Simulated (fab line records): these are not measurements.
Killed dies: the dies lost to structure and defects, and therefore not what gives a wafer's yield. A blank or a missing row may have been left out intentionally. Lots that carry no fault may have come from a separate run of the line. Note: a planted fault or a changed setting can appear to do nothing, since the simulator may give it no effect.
Code-filled problem report in 8D (eight disciplines) form ; flow sky130 ; the parts of the form that need people (team, actions taken, sign-off) are left out

== 1. THE PROBLEM ==
At SKY_PAD_OPEN_PROBE_99, killed_at_M4_up averages 37.8 over 5 wafers from 2 lots, while fault-free wafers read 2.8, standard deviation 1.7. Relative to the usual mean, that is a shift of +21 standard deviations.
First seen on wafer L904.3, day 50 14:38, on prober-02. The record holds 5 wafers of 2 lots with a number at this step. Rule for "out" (also "out of limits"): further than 4 standard deviations from the usual mean. The rest of the wafers with a number are treated as sound.

== 2. WHAT IT IS, AND WHAT IT ISN'T ==
question;is;is not
which readings at this step;killed_at_M4_up;killed_at_contacts, killed_at_front_end, killed_at_other, killed_open
which lots;L904, L905;-
which wafers of those lots;all that have a number;-
read on which tools;prober-02;-
when;from day 50 14:38;up to then (0 sound wafers)

== 3. SUSPECTS, AND WHAT RULES EACH OUT ==
Counting: any tool at a process step up to the reading is kept as a suspect provided that every lot that is out went through it and no sound lot did after the first of them.
- wet_bench-04 at SKY_METAL5_CLEAN_19 (cleans in O3/DIW): kept. It ran every lot that is out, first L904 (day 49 02:28), and no sound lot after that.
- prober-02 at SKY_PAD_OPEN_PROBE_99: kept. It ran every lot that is out, first L904 (day 50 14:38), and no sound lot after that. On those wafers its own readings are out: killed_at_M4_up.
The count leaves prober-02 at SKY_PAD_OPEN_PROBE_99 and wet_bench-04 at SKY_METAL5_CLEAN_19.

== 4. THE CAUSE (what the simulator had put in) ==
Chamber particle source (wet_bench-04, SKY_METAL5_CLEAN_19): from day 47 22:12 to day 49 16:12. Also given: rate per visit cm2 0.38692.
Counting leaves 2 suspects; this tool is one of them.

== 5. SEQUENCE OF EFFECTS, ordered by route ==
Each row: a reading whose mean over the struck wafers that have a number lies more than 3 standard deviations from the usual. Readings are gone through only where the record gives a usual standard deviation; hours: the median, over the lots, of the time from a lot's start at the first step in this table giving one to that lot's start at this step; sigmas: the change measured in usual standard deviations.
hours;step;reading;usual;on struck wafers;change;sigmas
0;SKY_PAD_OPEN_PROBE_99;defect_limited_yield;82.8 %;77.0;-5.8;-3.4
0;SKY_PAD_OPEN_PROBE_99;killed_at_M4_up;2.8;37.8;+35.0;+21
0;SKY_PAD_OPEN_PROBE_99;killed_dies;85;113;+28;+3.4
0;SKY_PAD_OPEN_PROBE_99;sort_bin_5_function;10.2 %;14.3;+4.1;+3.2
0;SKY_PAD_OPEN_PROBE_99;sort_n_pass;407;379;-28;-3.4
0;SKY_PAD_OPEN_PROBE_99;sort_yield_pct;82.8 %;77.0;-5.8;-3.4
The process steps in it:
- SKY_PAD_OPEN_PROBE_99

== 6. WHAT WOULD HAVE CAUGHT IT SOONER ==
The fault began at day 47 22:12; the first out-of-limits reading in this record came at day 50 14:38, 64 hours later.
The start of SKY_METAL5_CLEAN_19 on wet_bench-04 came by day 50 14:38 for every one of the lots that are out (2). A hold on the tool at that time would have spared none of them.
